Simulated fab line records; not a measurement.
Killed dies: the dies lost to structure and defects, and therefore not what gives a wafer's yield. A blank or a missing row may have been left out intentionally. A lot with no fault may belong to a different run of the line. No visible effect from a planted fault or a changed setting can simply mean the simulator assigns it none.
fab line records + flow sky130
record
- lots=6
- wafers=18
- last-day=50
route steps=708 shown LDD_N@249 LDD_P@255 PAD_OPEN@708
lots with no fault: from the same line, run without faults
start-h: the number of hours between the record's first day and the start of the first shown wafer of the lot + wait-h: how many hours have passed since the lot's step before this one + " unchanged from the row above + L1.1+2: a row that stands for several wafers + - no value, or no start was given + * or withheld: withheld + < > ~ a bound
route shown NAME@n: names a module that has steps shown in the file, with the first one's number in the route + usual: mean/standard deviation taken from wafers without a fault + same: alike in all rows + chamber/n: place in a boat + sites: readings site by site + _std_site: the standard deviation of these + _edge_site: outer sites' mean less inner sites' + radius-mm: how far each site lies from the wafer's centre + mask NAME#n: copy n + behind: the most recent tool/chamber to have shaped the wafer + hold: why the lot was held/for how many hours/how that ended + device: the n, p or np transistor that did not switch + end of line: tests of these same wafers at the route's end + for a step that has no rows: nothing shown but its recipe + killed: count of dies lost to structure and defects at first sort (not the wafer's yield) + map: a wafer's dies, marking killed ones x, the rest . and places with no die _
set.NAME: the setting the step ran with; set.NAME@STEP: the setting that earlier step ran with + model.NAME: the simulator's own value behind a step, which no gauge read
certain route steps with their lots: each step a table, each wafer a row
services: a tool's chamber out of use, with start hour (start-h, from the record's first day; less than 0 if before it), hours out, and reason
## steps
# step SKY_LDD_N_IMPLANT_12
# recipe
- species=BF2
- energy-kev=50
- dose-cm2=5e+12
- tilt-deg=30
- rotation-deg=0
# step SKY_LDD_N_IMPLANT_13
# recipe
- species=BF2
- energy-kev=50
- dose-cm2=5e+12
- tilt-deg=30
- rotation-deg=90
# step SKY_LDD_N_IMPLANT_14
# recipe
- species=BF2
- energy-kev=50
- dose-cm2=5e+12
- tilt-deg=30
- rotation-deg=180
# step SKY_LDD_N_IMPLANT_15
# recipe
- species=BF2
- energy-kev=50
- dose-cm2=5e+12
- tilt-deg=30
- rotation-deg=270
# step SKY_LDD_N_STRIP_16
# recipe
- chemistry=O2/N2
- power-w=1400
- pressure-mtorr=1500
- platen-temp-c=withheld
- o2-flow-sccm=3000
- n2-flow-sccm=300
- overash-fraction=0.5
# usual
- drypump-motor-current-A=5.8/0.6
- oes-product-au=0.406/0.0045
- strip-time-to-endpoint-s=4.315/0.012
| lot.wafer | tool            | chamber | start-h | wait-h | drypump-motor-current-A | oes-product-au | rf-hours-counter-h | strip-time-to-endpoint-s |
|-----------|-----------------|---------|---------|--------|-------------------------|----------------|--------------------|--------------------------|
| L632.2    | plasma-asher-03 | 1       | 456.34  | 0.1    | 6.3                     | 0.403          | 34                 | 4.317                    |
| L632.4    | "               | 0       | "       | "      | 4.9                     | 0.419          | -                  | 4.314                    |
| L632.5    | "               | 1       | "       | "      | 6.3                     | 0.406          | -                  | 4.299                    |
| L634.2    | plasma-asher-03 | 1       | 473.90  | 0.1    | 6.3                     | 0.406          | 36                 | 4.314                    |
| L634.3    | "               | 1       | "       | "      | 6.4                     | 0.406          | -                  | 4.329                    |
| L634.5    | "               | 1       | "       | "      | 6.4                     | 0.409          | -                  | 4.314                    |
| L644.2    | plasma-asher-01 | 0       | 553.50  | 0.1    | 6.4                     | 0.412          | 86                 | 4.339                    |
| L644.4    | "               | 1       | "       | "      | 5.6                     | 0.403          | -                  | 4.323                    |
| L644.5    | "               | 1       | "       | "      | 5.6                     | 0.404          | -                  | 4.305                    |
| L645.2    | plasma-asher-03 | 1       | 562.69  | 0.1    | 6.3                     | 0.407          | 44                 | 4.311                    |
| L645.3    | "               | 0       | "       | "      | 4.9                     | 0.409          | -                  | 4.320                    |
| L645.4    | "               | 1       | "       | "      | 6.3                     | 0.410          | -                  | 4.319                    |
| L646.1    | plasma-asher-04 | 0       | 573.74  | 0.1    | 5.8                     | 0.406          | 75                 | 4.295                    |
| L646.4    | "               | 0       | "       | "      | 5.7                     | 0.413          | -                  | 4.297                    |
| L646.5    | "               | 0       | "       | "      | 5.7                     | 0.402          | -                  | 4.326                    |
| L647.1    | plasma-asher-04 | 1       | 578.54  | 0.1    | 6.0                     | 0.417          | 75                 | 4.326                    |
| L647.3    | "               | 0       | "       | "      | 5.7                     | 0.402          | -                  | 4.309                    |
| L647.4    | "               | 1       | "       | "      | 6.0                     | 0.408          | -                  | 4.305                    |
# step SKY_LDD_N_TW_MEAS_17
# usual
- LDD_N_TW=2602/15
| lot.wafer | tool          | chamber | start-h | wait-h | LDD_N_TW |
|-----------|---------------|---------|---------|--------|----------|
| L632.2    | film-metro-03 | -       | 456.45  | 0.1    | 2632     |
| L632.4    | "             | -       | "       | "      | 2619     |
| L632.5    | "             | -       | "       | "      | 2619     |
| L634.2    | film-metro-03 | -       | 474.01  | 0.1    | 2609     |
| L634.3    | "             | -       | "       | "      | 2627     |
| L634.5    | "             | -       | "       | "      | 2623     |
| L644.2    | film-metro-03 | -       | 553.61  | 0.1    | 2588     |
| L644.4    | "             | -       | "       | "      | 2580     |
| L644.5    | "             | -       | "       | "      | 2595     |
| L645.2    | film-metro-03 | -       | 562.80  | 0.1    | 2588     |
| L645.3    | "             | -       | "       | "      | 2574     |
| L645.4    | "             | -       | "       | "      | 2579     |
| L646.1    | film-metro-01 | -       | 573.84  | 0.1    | 2618     |
| L646.4    | "             | -       | "       | "      | 2621     |
| L646.5    | "             | -       | "       | "      | 2604     |
| L647.1    | film-metro-03 | -       | 578.64  | 0.1    | 2578     |
| L647.3    | "             | -       | "       | "      | 2591     |
| L647.4    | "             | -       | "       | "      | 2591     |
# step SKY_LDD_P_DEHYDRATE_00
# recipe
- temp-c=200
- time-s=60
# step SKY_LDD_P_HMDS_01
# recipe
- prime-time-s=60
- prime-temp-c=120
# step SKY_LDD_P_COAT_02
# recipe
- resist=NOVOLAK
- spin-rpm=3000
- resist-thk-nm=1140
# step SKY_LDD_P_SOFTBAKE_03
# recipe
- temp-c=90
- time-s=60
- resist=NOVOLAK
# step SKY_LDD_P_EXPOSE_04
# recipe
- mask-id=PSDM
- na=0.6
- source-shape=conventional
- sigma-outer=0.6
- polarization=unpolarized
- target-cd-nm=380
- dose-mj=138
# step SKY_LDD_P_PEB_05
# recipe
- temp-c=withheld
- time-s=*
- resist=NOVOLAK
# step SKY_LDD_P_DEVELOP_06
# recipe
- resist=NOVOLAK
- developer=TMAH
- develop-time-s=60
- dev-temp-c=23
# usual
- developer-temp-C=23.01/0.096
- resist-line-temp-C=23.02/0.12
| lot.wafer | tool           | chamber | start-h | wait-h | developer-temp-C | resist-line-temp-C |
|-----------|----------------|---------|---------|--------|------------------|--------------------|
| L632.2    | litho-track-04 | 0       | 487.18  | 0.1    | 23.07            | 23.19              |
| L632.4    | "              | 0       | "       | "      | 22.95            | 23.03              |
| L632.5    | "              | 0       | "       | "      | 23.10            | 23.13              |
| L634.2    | litho-track-02 | 0       | 504.89  | 0.1    | 23.09            | 23.13              |
| L634.3    | "              | 0       | "       | "      | 23.11            | 23.16              |
| L634.5    | "              | 0       | "       | "      | 22.88            | 23.06              |
| L644.2    | litho-track-04 | 0       | 582.73  | 0.1    | 25.33            | 22.96              |
| L644.4    | "              | 0       | "       | "      | 25.22            | 22.84              |
| L644.5    | "              | 0       | "       | "      | 25.33            | 22.95              |
| L645.2    | litho-track-04 | 0       | 591.43  | 0.1    | 25.32            | 23.00              |
| L645.3    | "              | 0       | "       | "      | 25.30            | 22.91              |
| L645.4    | "              | 0       | "       | "      | 25.34            | 22.93              |
| L646.1    | litho-track-03 | 0       | 601.74  | 0.1    | 23.06            | 23.08              |
| L646.4    | "              | 0       | "       | "      | 23.25            | 23.07              |
| L646.5    | "              | 0       | "       | "      | 22.89            | 23.19              |
| L647.1    | litho-track-02 | 0       | 607.61  | 0.1    | 22.91            | 23.10              |
| L647.3    | "              | 0       | "       | "      | 22.92            | 22.97              |
| L647.4    | "              | 0       | "       | "      | 22.90            | 22.94              |
# step SKY_LDD_P_CD_MEAS_07
# recipe
- target-cd-nm=380
# usual
- cd-nm=379.7/2.5
| lot.wafer | tool      | chamber | start-h | wait-h | cd-nm |
|-----------|-----------|---------|---------|--------|-------|
| L632.2    | cd-sem-02 | -       | 487.32  | 0.1    | 379.5 |
| L632.4    | "         | -       | "       | "      | 379.7 |
| L632.5    | "         | -       | "       | "      | 379.7 |
| L634.2    | cd-sem-02 | -       | 505.07  | 0.2    | 379.1 |
| L634.3    | "         | -       | "       | "      | 379.1 |
| L634.5    | "         | -       | "       | "      | 379.7 |
| L644.2    | cd-sem-01 | -       | 582.87  | 0.1    | 372.2 |
| L644.4    | "         | -       | "       | "      | 374.1 |
| L644.5    | "         | -       | "       | "      | 374.2 |
| L645.2    | cd-sem-02 | -       | 591.57  | 0.1    | 376.3 |
| L645.3    | "         | -       | "       | "      | 379.6 |
| L645.4    | "         | -       | "       | "      | 377.0 |
| L646.1    | cd-sem-01 | -       | 601.89  | 0.1    | 377.5 |
| L646.4    | "         | -       | "       | "      | 380.1 |
| L646.5    | "         | -       | "       | "      | 381.7 |
| L647.1    | cd-sem-02 | -       | 607.76  | 0.1    | 377.3 |
| L647.3    | "         | -       | "       | "      | 376.1 |
| L647.4    | "         | -       | "       | "      | 379.1 |
# step SKY_PAD_OPEN_PROBE_99
# usual
- killed_at_M0_to_M3=43/7
- killed_at_M4_up=3.1/1.9
- killed-at-contacts=25/6.1
- killed-at-front-end=15/4.5
- killed-at-other=0.3/0.55
- killed-dies=87/8.9
- killed-open=47/6.4
- killed-short=40/6.6
# same
- gross-dies=492
- killed-at-back-side=0
| lot.wafer | tool      | chamber | start-h | wait-h | killed_at_M0_to_M3 | killed_at_M4_up | killed-at-contacts | killed-at-front-end | killed-at-other | killed-dies | killed-open | killed-short |
|-----------|-----------|---------|---------|--------|--------------------|-----------------|--------------------|---------------------|-----------------|-------------|-------------|--------------|
| L632.2    | prober-01 | -       | 1114.99 | 0.1    | 43                 | 6               | 26                 | 22                  | 0               | 97          | 54          | 43           |
| L632.4    | prober-01 | -       | 1115.09 | 0.2    | 46                 | 2               | 20                 | 23                  | 1               | 92          | 49          | 42           |
| L632.5    | prober-01 | -       | 1115.14 | 0.2    | 49                 | 7               | 36                 | 23                  | 0               | 115         | 71          | 43           |
| L634.2    | prober-01 | -       | 1133.63 | 0.1    | 42                 | 5               | 17                 | 13                  | 0               | 77          | 49          | 28           |
| L634.3    | prober-01 | -       | 1133.68 | 0.2    | 48                 | 3               | 17                 | 16                  | 0               | 84          | 40          | 44           |
| L634.5    | prober-01 | -       | 1133.78 | 0.2    | 43                 | 6               | 24                 | 11                  | 0               | 84          | 41          | 43           |
| L647.1    | prober-02 | -       | 1187.93 | 0.1    | 47                 | 2               | 22                 | 15                  | 1               | 87          | 46          | 41           |
| L647.3    | prober-02 | -       | 1188.03 | 0.2    | 46                 | 1               | 28                 | 12                  | 0               | 87          | 45          | 42           |
| L647.4    | prober-02 | -       | 1188.08 | 0.2    | 47                 | 2               | 23                 | 14                  | 0               | 86          | 44          | 42           |
# killed by level:class
L632.2 VIA1:geometric-particle:open=11 FIELD_ISO:geometric-particle:short=8 CONTACT:geometric-particle:open=8 VIA3:geometric-particle:open=8 FIELD_ISO:geometric-particle:open=7 LI_CONTACT:geometric-particle:open=7 VIA1:geometric-particle:short=7 VIA2:geometric-particle:open=7
L632.4 VIA1:geometric-particle:short=9 VIA1:geometric-particle:open=9 LI_CONTACT:geometric-particle:open=8 FIELD_ISO:geometric-particle:open=6 POLY_GATE:geometric-particle:short=5 VIA3:geometric-particle:open=5 VIA2:geometric-particle:open=4 METAL1:geometric-particle:short=4
L632.5 VIA1:geometric-particle:open=13 CONTACT:geometric-particle:open=12 LI_CONTACT:geometric-particle:open=11 VIA3:geometric-particle:open=11 POLY_GATE:geometric-particle:open=7 FIELD_ISO:geometric-particle:short=6 METAL4:geometric-particle:short=6 VIA2:geometric-particle:open=5
L634.2 VIA1:geometric-particle:open=9 VIA3:geometric-particle:open=9 CONTACT:geometric-particle:open=7 POLY_GATE:geometric-particle:open=6 VIA2:geometric-particle:open=6 METAL1:geometric-particle:short=4 VIA1:geometric-particle:short=4 LI_CONTACT:geometric-particle:open=3
L634.3 VIA1:geometric-particle:open=12 VIA2:geometric-particle:open=7 CONTACT:geometric-particle:short=7 METAL1:geometric-particle:short=6 VIA3:geometric-particle:open=6 METAL2:geometric-particle:short=5 FIELD_ISO:geometric-particle:open=4 FIELD_ISO:geometric-particle:short=4
L634.5 CONTACT:geometric-particle:open=10 VIA1:geometric-particle:short=10 LI_CONTACT:geometric-particle:open=7 VIA1:geometric-particle:open=7 VIA2:geometric-particle:open=7 CONTACT:geometric-particle:short=6 VIA2:geometric-particle:short=5 METAL4:geometric-particle:short=5
L647.1 VIA1:geometric-particle:open=17 LOCAL_INTERCONNECT:geometric-particle:short=7 FIELD_ISO:geometric-particle:open=6 METAL1:geometric-particle:short=6 VIA2:geometric-particle:open=6 LI_CONTACT:geometric-particle:open=4 VIA1:geometric-particle:short=4 LI_CONTACT:geometric-particle:short=3
L647.3 VIA1:geometric-particle:open=11 LOCAL_INTERCONNECT:geometric-particle:short=8 LI_CONTACT:geometric-particle:open=7 CONTACT:geometric-particle:open=7 VIA1:geometric-particle:short=7 VIA2:geometric-particle:open=7 METAL2:geometric-particle:short=6 METAL1:geometric-particle:short=6
L647.4 VIA3:geometric-particle:open=11 VIA2:geometric-particle:open=9 CONTACT:geometric-particle:open=8 CONTACT:geometric-particle:short=6 METAL1:geometric-particle:short=6 VIA1:geometric-particle:short=6 FIELD_ISO:geometric-particle:short=4 FIELD_ISO:geometric-particle:open=4
## services
| tool            | chamber | start-h | hours | kind                      |
|-----------------|---------|---------|-------|---------------------------|
| litho-track-02  | -       | 528.04  | -     | consumable-replace:filter |
| plasma-asher-03 | -       | 585.74  | 2.3   | repair                    |
## key
first-sign
- step=SKY_LDD_P_DEVELOP_06
- reading=developer-temp-C
- direction=up
- sigmas=24
- usual=*
- struck=*
effect
- step=SKY_LDD_P_CD_MEAS_07
- reading=cd-nm
- direction=down
- sigmas=1.7
- usual=379.7
- struck=375.6
met-at SKY_LDD_P_DEVELOP_06
struck-wafers L644.2,L644.4,L644.5,L645.2,L645.3,L645.4
tester-left-out L644,L645
onset-between 487.18 582.73
fault
- kind=process-parameter-drift
- tool=litho-track-04
- chamber=-
- onset-h=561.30
- steps=SKY_LDD_P_DEVELOP_06
- channel=dev-temp-c
- offset=*
- shape=step
- end-h=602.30
- acts-in=*
- stated=*
# tester-left-out: of these lots the tester's yield and bins aren't shown, on N5 and GAA mostly nor the transistor test; their killed dies are dies lost to structure and defects alone, not to doping, threshold or leakage, so they don't give the yield
